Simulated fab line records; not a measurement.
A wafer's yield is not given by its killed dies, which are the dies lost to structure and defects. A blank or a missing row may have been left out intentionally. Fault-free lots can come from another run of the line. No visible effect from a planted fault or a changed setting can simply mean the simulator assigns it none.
Which of the tools did it? / flow gf180mcu / 7 lots, 21 wafers sampled, at 1 step of a route of 602

## WHAT THE GAUGES READ, wafer by wafer
GF_VT_IMPLANT_OVL_MEAS_29.
lot=L401; measured=day 7 13:02; on=overlay-01; VT_IMPLANT_02_OVL (nm)=-1.6 -1.5 -1.0
lot=L404; measured=day 8 04:05; on=overlay-02; VT_IMPLANT_02_OVL (nm)=-0.9 -1.8 -1.7
lot=L406; measured=day 8 20:17; on=overlay-01; VT_IMPLANT_02_OVL (nm)=-0.8 -1.1 0.1
lot=L410; measured=day 10 01:36; on=overlay-01; VT_IMPLANT_02_OVL (nm)=-1.4 -2.6 -2.8
lot=L417; measured=day 11 18:51; on=overlay-01; VT_IMPLANT_02_OVL (nm)=0.2 0.6 -1.1
lot=L420; measured=day 12 14:59; on=overlay-01; VT_IMPLANT_02_OVL (nm)=-0.4 -0.7 -1.2
lot=L422; measured=day 13 02:38; on=overlay-01; VT_IMPLANT_02_OVL (nm)=-0.1 -0.6 -1.1

## WHAT TOOL EACH LOT RAN ON (gives the tool, then ch and the chambers of the sampled wafers, and finally the start)
The record holds no process step before these readings.

## THE ANSWER, worked out from the rows above alone
Rule: what is usual is taken from the lots themselves. The widest of any qualifying gaps counts: lots, ordered by their means at a reading, are off when they make up no more than a third of the lots, leave a main group of 4 or more, and stand apart from it by 3 or more times the standard deviation of that group's means. Not used: any main group whose means are identical at the precision the tables above print for the reading. Also off: a lot with no number at a reading for which 4 or more lots have one. Where the step has rows for the other lots, those lots are counted as sound.
Across all readings shown, no lot is off: no conclusion can be drawn from this.

## WHAT THE SIMULATOR HAD PUT IN
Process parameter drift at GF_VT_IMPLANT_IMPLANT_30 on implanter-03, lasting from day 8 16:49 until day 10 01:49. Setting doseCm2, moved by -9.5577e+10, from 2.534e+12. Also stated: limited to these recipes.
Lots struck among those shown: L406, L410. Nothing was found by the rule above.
